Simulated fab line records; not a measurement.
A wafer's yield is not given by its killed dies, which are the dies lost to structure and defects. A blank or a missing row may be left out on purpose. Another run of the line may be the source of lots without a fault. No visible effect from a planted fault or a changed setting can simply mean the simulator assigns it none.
A lot that was struck, set against a sound lot	flow sfq-line	42 steps out of a route of 325
Sound: these wafers, L342.3, L342.5, L342.6. Struck: wafer L337.4 (left out: L337.3, L337.5 of the same lot, which were not struck); the cause appears at the end.
Order at every step that has rows: each side's tool, ch and its chambers, its first start. Under that, the readings that differ: sound wafers	struck wafers	difference of the means	sigmas: that difference in standard deviations of wafers without a fault.
alike: readings whose means differ by less than 2 such deviations, and words and numbers that are the same on both sides. not compared: withheld readings, readings that some wafer has no value for, bounds like >300 that may hide the same value, and numbers for which the record gives no deviation and whose values overlap.
A row with sigmas, a row that says differs or no value, or rows on one side alone: a step with any of these is where the two part. When numbers do not overlap yet have no deviation, they are printed without sigmas and do not part them. Lack of a reading on every wafer of one side parts them only where that side has two or more wafers.

first, 6 steps without rows for these wafers: SFQ_TRILAYER_I1_VIA_LITHO_COAT_054 (resist thk 62 nm); SFQ_TRILAYER_I1_VIA_LITHO_COAT_049 (resist thk 650 nm); SFQ_TRILAYER_I1_VIA_LITHO_SOFTBAKE_053; SFQ_TRILAYER_I1_VIA_LITHO_EXPOSE_050 (exposes mask I1, target cd 500 nm); SFQ_TRILAYER_I1_VIA_LITHO_PEB_052 (peb time 60 s); SFQ_TRILAYER_I1_VIA_LITHO_DEVELOP_051 (time 60 s).
SFQ_I1_OVL_MEAS_913:
  sound: overlay-02 at day 21 18:25; struck: overlay-01 at day 20 04:15
  alike: I1_OVL
then, 1 step without rows for these wafers: SFQ_TRILAYER_I1_VIA_BARC_OPEN_VIA_ETCH_071 (etches BARC in O2, target depth 125 nm, time 41.7 s).
SFQ_TRILAYER_I1_VIA_ETCH_VIA_ETCH_052: etches SiO2 in CHF3, stops on Nb, target depth 260 nm.
  sound on rie-diel-01 ch 0,2, day 21 18:29; struck on rie-diel-03 ch 2, day 20 04:19
  alike: drypump-motor-current-A, oes-product-au
then, 3 steps without rows for these wafers: SFQ_TRILAYER_I1_VIA_STRIP_STRIP_053 (strips in O2); SFQ_TRILAYER_I1_VIA_STRIP_SOLV_CLEAN_054 (cleans in NMP, time 600 s); SFQ_TRILAYER_M2_DEP_PRE_CLEAN_056 (time 22.5 s).
SFQ_TRILAYER_M2_DEP_SPUTTER_055: material Nb, target thk 200 nm, time 133.3 s.
  sound: pvd-sputter-03 at day 21 20:00; struck: pvd-sputter-04 at day 20 05:16
reading	sound	struck	difference	sigmas
model.Nb_of_TRILAYER_M2_DEP_SPUTTER_055.thk-nm (nm)	200.9 199.4 198.9	72.27	-127.46	
  alike: throttle-valve-pct
SFQ_M2_RS_MEAS_914: a four-point-probe measurement.
  sound: film-metro-04 at day 21 20:08; struck: film-metro-01 at day 20 05:23
reading	sound	struck	difference	sigmas
M2_NB_RS (ohm/sq)	0.885 0.892 0.894	2.513	+1.623	+99 or more
then, 6 steps without rows for these wafers: SFQ_TRILAYER_M2_LITHO_COAT_062 (resist thk 62 nm); SFQ_TRILAYER_M2_LITHO_COAT_057 (resist thk 600 nm); SFQ_TRILAYER_M2_LITHO_SOFTBAKE_061; SFQ_TRILAYER_M2_LITHO_EXPOSE_058 (exposes mask M2, target cd 500 nm); SFQ_TRILAYER_M2_LITHO_PEB_060 (peb time 60 s); SFQ_TRILAYER_M2_LITHO_DEVELOP_059 (time 60 s).
-- the record jumps here: 7 days lie between the struck wafers' starts before and after --
SFQ_M2_OVL_MEAS_916:
  sound: overlay-02 at day 28 21:37; struck: overlay-01 at day 27 07:17
  alike: M2_OVL
SFQ_TRILAYER_M2_BARC_OPEN_METAL_ETCH_077: etches BARC in O2, target depth 125 nm, time 41.7 s.
  sound on rie-metal-01 ch 0,1, day 28 21:39; struck on rie-metal-03 ch 0, day 27 07:20
  alike: drypump-motor-current-A, oes-product-au
  not compared: rf-hours-counter-h
SFQ_TRILAYER_M2_ETCH_METAL_ETCH_060: etches Nb in Cl2/Ar, stops on SiO2, target depth 240 nm, time 120 s.
  sound on rie-metal-01 ch 0,1, day 28 21:44; struck on rie-metal-03 ch 0, day 27 07:25
reading	sound	struck	difference	sigmas
oes-product-au (a.u.)	0.900 0.888 0.887	0.557	-0.335	-51
  alike: drypump-motor-current-A
  not compared: rf-hours-counter-h
then, 2 steps without rows for these wafers: SFQ_TRILAYER_M2_STRIP_STRIP_061 (strips in O2); SFQ_TRILAYER_M2_STRIP_SOLV_CLEAN_062 (cleans in NMP, time 600 s).
SFQ_TRILAYER_I2_DEP_PECVD_063: deposits SiO2 from SiH4/N2O, time 111.11 s, target thk 500 nm.
  sound on pecvd-02 ch 0,2, day 28 22:50; struck on pecvd-04 ch 1, day 27 08:17
reading	sound	struck	difference	sigmas
throttle-valve-pct (%)	26.6 25.1 26.8	22.8	-3.4	-3
  alike: heater-power-outer-w, heater-power-w
then, 1 step without rows for these wafers: SFQ_TRILAYER_I2_CMP_CMP_064 (polishes SiO2).
SFQ_I2_BOW_MEAS_917:
  sound: film-metro-02 at day 29 02:56; struck: film-metro-03 at day 27 11:25
  alike: I2_BOW
then, 7 steps without rows for these wafers: SFQ_TRILAYER_I2_METRO_MEASURE_065; SFQ_TRILAYER_I2_VIA_LITHO_COAT_072 (resist thk 62 nm); SFQ_TRILAYER_I2_VIA_LITHO_COAT_067 (resist thk 650 nm); SFQ_TRILAYER_I2_VIA_LITHO_SOFTBAKE_071; SFQ_TRILAYER_I2_VIA_LITHO_EXPOSE_068 (exposes mask I2, target cd 500 nm); SFQ_TRILAYER_I2_VIA_LITHO_PEB_070 (peb time 60 s); SFQ_TRILAYER_I2_VIA_LITHO_DEVELOP_069 (time 60 s).
-- the record jumps here: 6 days lie between the struck wafers' starts before and after --
SFQ_I2_OVL_MEAS_918:
  sound: overlay-01 at day 35 05:19; struck: overlay-01 at day 33 23:11
  alike: I2_OVL
then, 1 step without rows for these wafers: SFQ_TRILAYER_I2_VIA_BARC_OPEN_VIA_ETCH_096 (etches BARC in O2, target depth 125 nm, time 41.7 s).
SFQ_TRILAYER_I2_VIA_ETCH_VIA_ETCH_070: etches SiO2 in CHF3, stops on Nb, target depth 260 nm.
  sound on rie-diel-02 ch 0,1,3, day 35 05:23; struck on rie-diel-02 ch 1, day 33 23:15
  alike: drypump-motor-current-A, oes-product-au
SFQ_TRILAYER_I2_VIA_STRIP_STRIP_071: strips in O2.
  sound on rie-metal-04 ch 0,1, day 35 05:41; struck on rie-metal-03 ch 1, day 33 23:34
  alike: drypump-motor-current-A, oes-product-au
  not compared: rf-hours-counter-h
then, 2 steps without rows for these wafers: SFQ_TRILAYER_I2_VIA_STRIP_SOLV_CLEAN_072 (cleans in NMP, time 600 s); SFQ_TRILAYER_M3_DEP_PRE_CLEAN_074 (time 22.5 s).
-- the record jumps here: 52 days lie between the struck wafers' starts before and after --
SFQ_M8_BOW_MEAS_951:
  sound: film-metro-01 at day 90 00:55; struck: film-metro-01 at day 85 14:34
reading	sound	struck	difference	sigmas
model.etest.m2.ohm-um	1.785 1.794 1.785	4.944	+3.156	
model.etest.i1.link-ohm	1.945 1.966 1.966	3.86	+1.90	
model.etest.i2.link-ohm	1.959 1.974 1.983	3.528	+1.556	
model.etest.m2.ohm-sq	0.8861 0.8928 0.8949	2.463	+1.572	
  alike: M8_BOW

## WHERE THEY PART
At SFQ_M2_RS_MEAS_914 first; at SFQ_TRILAYER_I2_DEP_PECVD_063 last (within this record only). Later steps at which nothing parts them and some readings are alike: SFQ_I2_BOW_MEAS_917, SFQ_I2_OVL_MEAS_918, SFQ_TRILAYER_I2_VIA_ETCH_VIA_ETCH_070, SFQ_TRILAYER_I2_VIA_STRIP_STRIP_071, SFQ_M8_BOW_MEAS_951.

WHY: what the simulator had put in
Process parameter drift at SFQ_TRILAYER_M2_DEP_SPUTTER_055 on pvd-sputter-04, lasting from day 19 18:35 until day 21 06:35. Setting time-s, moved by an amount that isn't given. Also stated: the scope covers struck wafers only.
